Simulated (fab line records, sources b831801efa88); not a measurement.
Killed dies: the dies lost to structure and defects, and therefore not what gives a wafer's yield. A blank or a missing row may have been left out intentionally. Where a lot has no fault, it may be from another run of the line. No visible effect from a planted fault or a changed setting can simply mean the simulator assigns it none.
Matching of chambers / flow gf180mcu / GF_PASSIVATION_ETCH_11 on rie-diel-02 has 4 sister chambers
The step etches the open film in CF4/O2, stops on TiN, target depth 2040 nm, time 453.3 s. 16 wafers are shown with their chamber, then 7 later ones without.

## WAFERS PAIRED WITH THEIR CHAMBERS
wafer=L778.2; chamber=0; drypump-motor-current-A (A)=5.7; oes-product-au (a.u.)=0.996; throttle-valve-pct (%)=5.980
wafer=L778.4; chamber=2; drypump-motor-current-A (A)=6.4; oes-product-au (a.u.)=0.990; throttle-valve-pct (%)=5.962
wafer=L778.5; chamber=3; drypump-motor-current-A (A)=6.1; oes-product-au (a.u.)=0.978; throttle-valve-pct (%)=5.972
wafer=L787.2; chamber=2; drypump-motor-current-A (A)=6.4; oes-product-au (a.u.)=0.979; throttle-valve-pct (%)=5.941
wafer=L787.5; chamber=3; drypump-motor-current-A (A)=6.1; oes-product-au (a.u.)=0.987; throttle-valve-pct (%)=5.977
wafer=L787.6; chamber=0; drypump-motor-current-A (A)=5.7; oes-product-au (a.u.)=1.000; throttle-valve-pct (%)=5.973
wafer=L788.1; chamber=2; drypump-motor-current-A (A)=6.4; oes-product-au (a.u.)=0.980; throttle-valve-pct (%)=5.959
wafer=L788.2; chamber=3; drypump-motor-current-A (A)=6.1; oes-product-au (a.u.)=0.989; throttle-valve-pct (%)=5.962
wafer=L795.1; chamber=1; drypump-motor-current-A (A)=5.3; oes-product-au (a.u.)=0.979; throttle-valve-pct (%)=5.963
wafer=L795.2; chamber=0; drypump-motor-current-A (A)=5.7; oes-product-au (a.u.)=0.995; throttle-valve-pct (%)=5.959
wafer=L795.5; chamber=2; drypump-motor-current-A (A)=6.4; oes-product-au (a.u.)=0.982; throttle-valve-pct (%)=5.973
wafer=L796.1; chamber=0; drypump-motor-current-A (A)=5.7; oes-product-au (a.u.)=0.988; throttle-valve-pct (%)=5.958
wafer=L796.2; chamber=2; drypump-motor-current-A (A)=6.4; oes-product-au (a.u.)=0.983; throttle-valve-pct (%)=5.966
wafer=L796.4; chamber=3; drypump-motor-current-A (A)=6.0; oes-product-au (a.u.)=0.976; throttle-valve-pct (%)=5.988
wafer=L797.1; chamber=3; drypump-motor-current-A (A)=6.1; oes-product-au (a.u.)=0.988; throttle-valve-pct (%)=5.989
wafer=L797.2; chamber=0; drypump-motor-current-A (A)=5.7; oes-product-au (a.u.)=0.994; throttle-valve-pct (%)=5.967

SIGNATURES (means of the wafers above)
reading=drypump-motor-current-A; chamber 0=5.700; chamber 1=5.300; chamber 2=6.400; chamber 3=6.080; scatter within a chamber=0.0258
reading=oes-product-au; chamber 0=0.99460; chamber 1=0.97900; chamber 2=0.98280; chamber 3=0.98360; scatter within a chamber=0.00499
reading=throttle-valve-pct; chamber 0=5.96740; chamber 1=5.96300; chamber 2=5.96020; chamber 3=5.97760; scatter within a chamber=0.0109
Rule: distance of a wafer from a chamber = root of the sum over the readings of ((wafer's reading minus chamber's mean) / reading's scatter) squared. The wafer belongs to the nearest chamber; if the next one is less than 2 further off, it can't be placed. The scatter: take each reading less its chamber's mean, square it, sum over the shown wafers, divide by the number of wafers less the number of chambers, and take the root.

## WAFERS WITH NO CHAMBER GIVEN
wafer=L797.5; drypump-motor-current-A (A)=5.3; oes-product-au (a.u.)=0.973; throttle-valve-pct (%)=5.958
wafer=L798.1; drypump-motor-current-A (A)=5.7; oes-product-au (a.u.)=0.995; throttle-valve-pct (%)=5.950
wafer=L798.3; drypump-motor-current-A (A)=6.4; oes-product-au (a.u.)=0.986; throttle-valve-pct (%)=5.954
wafer=L798.4; drypump-motor-current-A (A)=5.3; oes-product-au (a.u.)=0.990; throttle-valve-pct (%)=5.973
wafer=L799.3; drypump-motor-current-A (A)=5.3; oes-product-au (a.u.)=0.993; throttle-valve-pct (%)=5.978
wafer=L799.4; drypump-motor-current-A (A)=6.4; oes-product-au (a.u.)=0.984; throttle-valve-pct (%)=5.964
wafer=L799.5; drypump-motor-current-A (A)=6.4; oes-product-au (a.u.)=0.985; throttle-valve-pct (%)=5.958

## EACH ONE'S CHAMBER
wafer=L797.5; from the rows above=1; in truth=1
wafer=L798.1; from the rows above=0; in truth=0
wafer=L798.3; from the rows above=2; in truth=2
wafer=L798.4; from the rows above=1; in truth=1
wafer=L799.3; from the rows above=1; in truth=1
wafer=L799.4; from the rows above=2; in truth=2
wafer=L799.5; from the rows above=2; in truth=2
7 of 7 placed correctly. Number that these rows cannot place: 0. Number placed wrongly: 0.
